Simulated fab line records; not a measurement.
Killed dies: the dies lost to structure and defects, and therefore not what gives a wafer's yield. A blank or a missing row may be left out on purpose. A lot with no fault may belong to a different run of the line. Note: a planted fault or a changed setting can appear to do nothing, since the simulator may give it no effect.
Comparing a struck lot with a sound one / flow sky130 / 16 steps out of a route of 708
Sound: the wafers L559.3, L559.4, L559.6. Wafers struck: L565.4, L565.5, L565.6. The cause is named last.
Per side, at each step with rows, come the tool, then ch with its chambers, and then its first start. Under that, the readings that differ: sound wafers / struck wafers / difference of the means / sigmas: that difference in standard deviations of wafers without a fault.
alike: readings with means less than 2 such deviations apart, plus words and numbers identical on both sides. not compared: withheld readings, readings lacking a value on some wafer, bounds such as >300 that could conceal the same value, and numbers that have no deviation in the record and whose values overlap.
Wherever a step has rows on one side only, a row that says differs or no value, or a row with sigmas, the two part there. When numbers do not overlap yet have no deviation, they are printed without sigmas and do not part them. Lack of a reading on every wafer of one side parts them only where that side has two or more wafers.

first, 1 step without rows for these wafers: SKY_RES_XHIGH_IMPLANT_07.
SKY_RES_XHIGH_STRIP_08: strips in O2/N2.
  sound on plasma_asher-02 ch 0,1, day 28 02:27; struck on plasma_asher-02 ch 0,1, day 29 23:43
  alike: drypump_motor_current_A, oes_product_au, strip_time_to_endpoint_s
  not compared: rf_hours_counter_h
SKY_RES_XHIGH_TW_MEAS_09:
  struck on film_metro-02, day 29 23:49; sound on film_metro-01, day 28 02:32
  alike: RES_XHIGH_TW
then, 7 steps without rows for these wafers: SKY_SD_N_DEHYDRATE_00 (time 60 s); SKY_SD_N_HMDS_01 (prime time 60 s); SKY_SD_N_COAT_02 (resist thk 1140 nm); SKY_SD_N_SOFTBAKE_03 (time 60 s); SKY_SD_N_EXPOSE_04 (exposes mask NSDM, target cd 380 nm); SKY_SD_N_PEB_05; SKY_SD_N_DEVELOP_06 (develop time 60 s).
SKY_SD_N_CD_MEAS_07: the cd target is 380 nm.
  struck on cd_sem-02, day 31 03:02; sound on cd_sem-02, day 29 07:13
  alike: cd_nm
SKY_SD_N_OVL_MEAS_08:
  struck on overlay-01, day 31 03:07; sound on overlay-01, day 29 07:18
  alike: SD_N_OVL
SKY_SD_N_IMPLANT_09:
  sound on implanter-01 ch 0, day 29 07:23; struck on implanter-01 ch 0, day 31 03:12
reading=implant_ion_amu; sound=75 75 75; struck=49 49 49; difference=-26; sigmas=
reading=model.implant.rp_nm (nm); sound=32.01 32.01 32.01; struck=37.13 37.13 37.13; difference=+5.12; sigmas=
reading=model.implant.drp_nm (nm); sound=14.11 14.11 14.11; struck=18.55 18.55 18.55; difference=+4.44; sigmas=
  alike: dose_ions_cm2
following that, these wafers have no rows for 1 step: SKY_SD_N_IMPLANT_10.
SKY_SD_N_STRIP_11: strips in O2/N2.
  sound on plasma_asher-01 ch 0,1, day 29 07:40; struck on plasma_asher-02 ch 0,1, day 31 03:28
reading=strip_time_to_endpoint_s (s); sound=22.57 22.56 22.54; struck=23.31 23.30 23.32; difference=+0.75; sigmas=+19
  alike: drypump_motor_current_A, oes_product_au
  not compared: rf_hours_counter_h
SKY_SD_N_TW_MEAS_12:
  struck on film_metro-03, day 31 03:50; sound on film_metro-03, day 29 07:45
reading=SD_N_TW; sound=3956 3990 3987; struck=3759 3758 3792; difference=-208; sigmas=-8
  not compared: hold

## WHERE THEY PART
Earliest at SKY_SD_N_STRIP_11; latest, in this record, at SKY_SD_N_TW_MEAS_12.

WHY: the cause the simulator had injected
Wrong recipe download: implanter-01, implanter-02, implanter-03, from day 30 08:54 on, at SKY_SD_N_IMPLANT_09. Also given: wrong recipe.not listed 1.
